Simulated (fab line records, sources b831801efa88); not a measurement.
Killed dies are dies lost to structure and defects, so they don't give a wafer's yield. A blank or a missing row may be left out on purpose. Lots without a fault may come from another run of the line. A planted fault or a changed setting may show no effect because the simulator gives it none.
A struck lot beside a sound one | flow gf180mcu | 20 steps out of a route of 602
Sound: wafers L742.1, L742.5, L742.6. Struck: wafers L744.1, L744.4, L744.5. The cause comes at the end.
At each step with rows: each side's tool, then ch and its chambers, then its first start. Under that, the readings that differ: sound wafers | struck wafers | difference of the means | sigmas: that difference in standard deviations of wafers without a fault.
alike: readings whose means differ by less than 2 such deviations, and words and numbers that are the same on both sides. not compared: withheld readings, readings that some wafer has no value for, bounds like >300 that may hide the same value, and numbers for which the record gives no deviation and whose values overlap.
The two part at a step that has a row with sigmas, a row that says differs or no value, or rows on one side only. Numbers that don't overlap but have no deviation are shown without sigmas and don't part them. A reading that every wafer of one side lacks parts them only if that side has two wafers or more.

first, 1 step without rows for these wafers: GF_HV_LDD_CVD_54 (deposits SiO2 from TEOS, target thk 10 nm, time 75 s).
GF_HV_LDD_THK_MEAS_55:
  sound on film_metro-02, day 12 19:41; struck on film_metro-01, day 13 09:34
  alike: HV_LDD_CVD_54_THK
then, 1 step without rows for these wafers: GF_HV_LDD_CVD_56 (deposits Si3N4 from DCS/NH3, target thk 90 nm, time 1543 s).
GF_HV_LDD_THK_MEAS_57:
  sound on film_metro-01, day 12 21:10; struck on film_metro-03, day 13 11:43
  alike: HV_LDD_CVD_56_THK
GF_HV_LDD_ETCHBACK_58: etches Si3N4 in CH3F/O2, stops on SiO2, time 100 s, target depth 90 nm.
  sound on rie_diel-02 ch 0,1,2, day 12 21:14; struck on rie_diel-04 ch 0,1, day 13 11:46
  alike: O2_flow_sccm, drypump_motor_current_A, oes_product_au, throttle_valve_pct
  not compared: rf_hours_counter_h
then, 6 steps without rows for these wafers: GF_NSD_DEHYDRATE_00 (time 60 s); GF_NSD_HMDS_01 (prime time 60 s); GF_NSD_COAT_02 (resist thk 1000 nm); GF_NSD_SOFTBAKE_03 (time 60 s); GF_NSD_EXPOSE_04 (exposes mask Nplus, target cd 400 nm); GF_NSD_PEB_05.
GF_NSD_DEVELOP_06: develop time 60 s.
  sound on litho_track-01 ch 0, day 13 17:40; struck on litho_track-01 ch 0, day 14 08:40
  alike: exhaust_pa
GF_NSD_CD_MEAS_07: target cd 400 nm.
  sound on cd_sem-02, day 13 17:49; struck on cd_sem-01, day 14 08:49
  reading    | sound             | struck | difference                    | sigmas
  cd_nm (nm) | 396.1 397.0 395.8 | - - -  | no value on the struck wafers |
GF_NSD_OVL_MEAS_08:
  sound on overlay-01, day 13 17:56; struck on overlay-01, day 14 08:56
  reading      | sound        | struck | difference                    | sigmas
  NSD_OVL (nm) | -0.2 0.4 1.0 | - - -  | no value on the struck wafers |
then, 2 steps without rows for these wafers: GF_NSD_IMPLANT_09; GF_NSD_IMPLANT_10.
GF_NSD_STRIP_11: strips in O2/N2.
  sound on plasma_asher-03 ch 0,1, day 13 18:16; struck on plasma_asher-04 ch 0,1, day 14 09:16
  alike: drypump_motor_current_A, heater_power_w, o2_flow_sccm, oes_product_au, strip_time_to_endpoint_s
  not compared: rf_hours_counter_h
GF_NSD_TW_MEAS_12:
  sound on film_metro-04, day 13 18:22; struck on film_metro-01, day 14 09:22
  reading | sound          | struck   | difference | sigmas
  NSD_TW  | 4224 4227 4229 | 30 30 30 | -4197      | -99 or more
then, 1 step without rows for these wafers: GF_PSD_DEHYDRATE_00 (time 60 s).
-- the record jumps here: 16 days lie between the struck wafers' starts before and after (it left off in module PSD and takes up again in module PASSIVATION, whose first step shown is number 602 of the route) --
GF_PASSIVATION_PROBE_99:
  the record has rows for the struck wafers here (prober-01, day 29 23:44) and none for the sound ones

WHERE THEY PART
First at GF_NSD_CD_MEAS_07; last, within this record, at GF_PASSIVATION_PROBE_99.

WHY: what the simulator had put in
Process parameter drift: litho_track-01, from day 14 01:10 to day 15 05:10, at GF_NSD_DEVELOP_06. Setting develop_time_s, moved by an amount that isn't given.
